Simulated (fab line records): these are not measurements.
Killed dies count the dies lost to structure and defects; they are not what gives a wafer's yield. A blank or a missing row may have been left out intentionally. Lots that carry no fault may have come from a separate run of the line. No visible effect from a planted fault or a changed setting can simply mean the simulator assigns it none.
What tool caused it?	flow gf180mcu	36 wafers from 12 lots sampled at 6 of the route's 602 steps

## WHAT THE GAUGES SHOWED, per wafer
GF_HV_LDD_CD_MEAS_46 targets a cd of 400 nm.
lot	measured	on	cd nm (nm)
L744	day 13 02:35	cd sem-02	396.9 397.0 395.3
L745	day 13 18:07	cd sem-02	400.3 403.3 402.5
L748	day 14 15:11	cd sem-02	399.7 401.4 402.1
L751	day 15 10:52	cd sem-02	402.4 401.4 400.2
L750	day 15 11:41	cd sem-01	402.6 402.6 401.8
L752	day 15 21:31	cd sem-02	402.6 401.3 401.2
L753	day 16 05:55	cd sem-02	401.1 401.0 398.1
L754	day 16 07:19	cd sem-01	403.3 400.1 399.8
L755	day 16 18:04	cd sem-01	- - -
L763	day 19 04:49	cd sem-02	397.8 400.3 399.4
L764	day 19 14:31	cd sem-02	395.9 396.6 398.6
L765	day 20 02:46	cd sem-01	400.1 402.0 402.6

GF_HV_LDD_TW_MEAS_50.
lot	measured	on	HV_LDD_4_TW
L744	day 13 02:59	film metro-01	569.8 567.2 564.1
L745	day 13 18:31	film metro-03	574.1 568.3 568.5
L748	day 14 15:35	film metro-03	564.4 564.8 568.3
L751	day 15 11:16	film metro-01	568.7 569.1 571.2
L750	day 15 12:05	film metro-04	569.2 567.5 570.7
L752	day 15 21:56	film metro-01	568.1 566.3 568.8
L753	day 16 06:19	film metro-04	565.6 567.5 567.0
L754	day 16 07:43	film metro-04	566.1 566.4 568.9
L755	day 16 18:29	film metro-04	30.1 29.9 30.1
L763	day 19 05:11	film metro-03	567.1 569.6 571.0
L764	day 19 14:56	film metro-03	569.4 569.0 569.4
L765	day 20 03:11	film metro-01	570.5 564.8 565.3

GF_PSD_TW_MEAS_11.
lot	measured	on	PSD_TW
L744	day 15 00:20	film metro-02	3194 3201 3193
L745	day 15 18:17	film metro-02	3206 3209 3213
L748	day 16 15:17	film metro-03	3175 3163 3173
L751	day 17 10:37	film metro-01	3175 3175 3178
L750	day 17 12:29	film metro-02	3206 3226 3201
L752	day 17 23:23	film metro-03	3174 3180 3166
L753	day 18 06:32	film metro-03	3175 3197 3183
L754	day 18 08:19	film metro-03	3185 3176 3164
L763	day 21 08:29	film metro-03	3166 3168 3168
L764	day 21 18:07	film metro-02	3177 3159 3176
L765	day 22 05:58	film metro-01	3184 3187 3173

## EACH LOT AND THE TOOL THAT RAN IT (in order: tool; ch and the chambers of the sampled wafers; start)
lot	GF_HV_LDD_EXPOSE_43	GF_HV_LDD_RTA_52	GF_HV_LDD_ETCHBACK_58
L744	iline stepper-01 ch 0, day 12 17:10	rtp anneal-02 ch 0, day 13 03:06	rie diel-03 ch 0,2,3, day 13 06:40
L745	iline stepper-02 ch 0, day 13 08:20	rtp anneal-02 ch 0, day 13 18:38	rie diel-02 ch 0,1, day 13 23:20
L748	iline stepper-02 ch 0, day 14 04:38	rtp anneal-01 ch 0, day 14 15:42	rie diel-03 ch 2,3, day 14 18:26
L751	iline stepper-02 ch 0, day 15 00:35	rtp anneal-02 ch 0, day 15 11:23	rie diel-02 ch 0,3, day 15 14:08
L750	iline stepper-02 ch 0, day 15 01:05	rtp anneal-01 ch 0, day 15 12:12	rie diel-04 ch 0,1,3, day 15 15:08
L752	iline stepper-02 ch 0, day 15 10:58	rtp anneal-02 ch 0, day 15 22:02	rie diel-04 ch 0,3, day 16 00:47
L753	iline stepper-02 ch 0, day 15 19:34	rtp anneal-01 ch 0, day 16 06:26	rie diel-04 ch 0,1,3, day 16 09:16
L754	iline stepper-02 ch 0, day 15 20:56	rtp anneal-02 ch 0, day 16 07:50	rie diel-04 ch 1,2,3, day 16 11:08
L755	iline stepper-02 ch 0, day 16 06:26	rtp anneal-01 ch 0, day 16 18:35	rie diel-02 ch 0,1,2, day 16 21:20
L763	iline stepper-02 ch 0, day 18 17:25	rtp anneal-02 ch 0, day 19 05:19	rie diel-02 ch 0,1,3, day 19 08:02
L764	iline stepper-01 ch 0, day 19 02:48	rtp anneal-01 ch 0, day 19 15:02	rie diel-04 ch 0,1,2, day 19 17:47
L765	iline stepper-02 ch 0, day 19 14:44	rtp anneal-02 ch 0, day 20 03:17	rie diel-04 ch 0,1,3, day 20 06:03
- GF_HV_LDD_EXPOSE_43: exposes mask Pplus HV AREA, target cd 400 nm.
- GF_HV_LDD_RTA_52: time 10 s.
- GF_HV_LDD_ETCHBACK_58: etches Si3N4 in CH3F/O2, stops on SiO2, time 100 s, target depth 90 nm.

## AS READ BY THE TOOLS THEMSELVES (means over the sampled wafers that have a number; for cases with no such wafer, the mark the record gives instead)
GF_HV_LDD_EXPOSE_43.
lot	tool	exposure dose mJ cm2
L744	iline stepper-01	139.86
L745	iline stepper-02	139.94
L748	iline stepper-02	140.01
L751	iline stepper-02	140.15
L750	iline stepper-02	140.10
L752	iline stepper-02	139.95
L753	iline stepper-02	140.07
L754	iline stepper-02	139.94
L755	iline stepper-02	140.11
L763	iline stepper-02	140.03
L764	iline stepper-01	140.19
L765	iline stepper-02	140.04

GF_HV_LDD_RTA_52.
lot	tool	anneal temp c max	lamp power pct (%)	wafer_temp_C_max
L744	rtp anneal-02	1002.7	32	1008.4
L745	rtp anneal-02	1004.3	32	1010.9
L748	rtp anneal-01	1005.5	40	1010.6
L751	rtp anneal-02	1003.8	32	1008.3
L750	rtp anneal-01	1004.7	40	1008.3
L752	rtp anneal-02	1004.2	32	1007.3
L753	rtp anneal-01	1005.1	40	1009.7
L754	rtp anneal-02	1004.6	32	1008.9
L755	rtp anneal-01	1004.5	40	1009.5
L763	rtp anneal-02	1005.3	32	1008.8
L764	rtp anneal-01	1004.6	40	1007.5
L765	rtp anneal-02	1003.5	32	1007.7

GF_HV_LDD_ETCHBACK_58.
lot	tool	drypump motor current A (A)	oes product au (a.u.)	throttle valve pct (%)
L744	rie diel-03	5.8	0.845	10.550
L745	rie diel-02	6.1	0.840	10.558
L748	rie diel-03	5.9	0.848	10.574
L751	rie diel-02	5.8	0.846	10.579
L750	rie diel-04	5.5	0.841	10.558
L752	rie diel-04	5.2	0.852	10.566
L753	rie diel-04	5.6	0.845	10.553
L754	rie diel-04	5.4	0.848	10.560
L755	rie diel-02	6.0	0.849	10.560
L763	rie diel-02	6.0	0.843	10.556
L764	rie diel-04	5.4	0.838	10.570
L765	rie diel-04	5.5	0.847	10.575

## THE ANSWER, worked out from the rows above alone
Rule: usual is defined by the lots themselves. Put in order of their means at a reading, lots are off if they are a third of the lots or fewer, leave a main group of 4 or more, and stand apart from it by a gap of 3 or more times the standard deviation of the main group's means; of several such gaps the widest counts. A main group whose means are all the same, to the digits that the tables above print for the reading, isn't used. A lot without any number at a reading at which 4 lots or more have one is off too. All remaining lots with rows at the step are treated as sound. After the gauges, taken in route order, come the tools' own readings; for these a lot's mean is taken, as printed above. At the first step where some lot is off, the reading lying furthest off is the one used; lots without a number count as furthest.
Off: L755 (GF_HV_LDD_CD_MEAS_46, cd nm). Without a number there: L755. The main group has a mean of 400.3 nm with a standard deviation of 1.9.
A tool fits if, at a process step before that reading, it ran every lot that is off, and no sound lot after the first of them. The gauges at GF_HV_LDD_CD_MEAS_46 aren't tried: what is off there is off at GF_HV_LDD_TW_MEAS_50 too, on other tools, and a gauge's error can't cause that. None of those tried fits.

## WHAT THE SIMULATOR HAD INSERTED
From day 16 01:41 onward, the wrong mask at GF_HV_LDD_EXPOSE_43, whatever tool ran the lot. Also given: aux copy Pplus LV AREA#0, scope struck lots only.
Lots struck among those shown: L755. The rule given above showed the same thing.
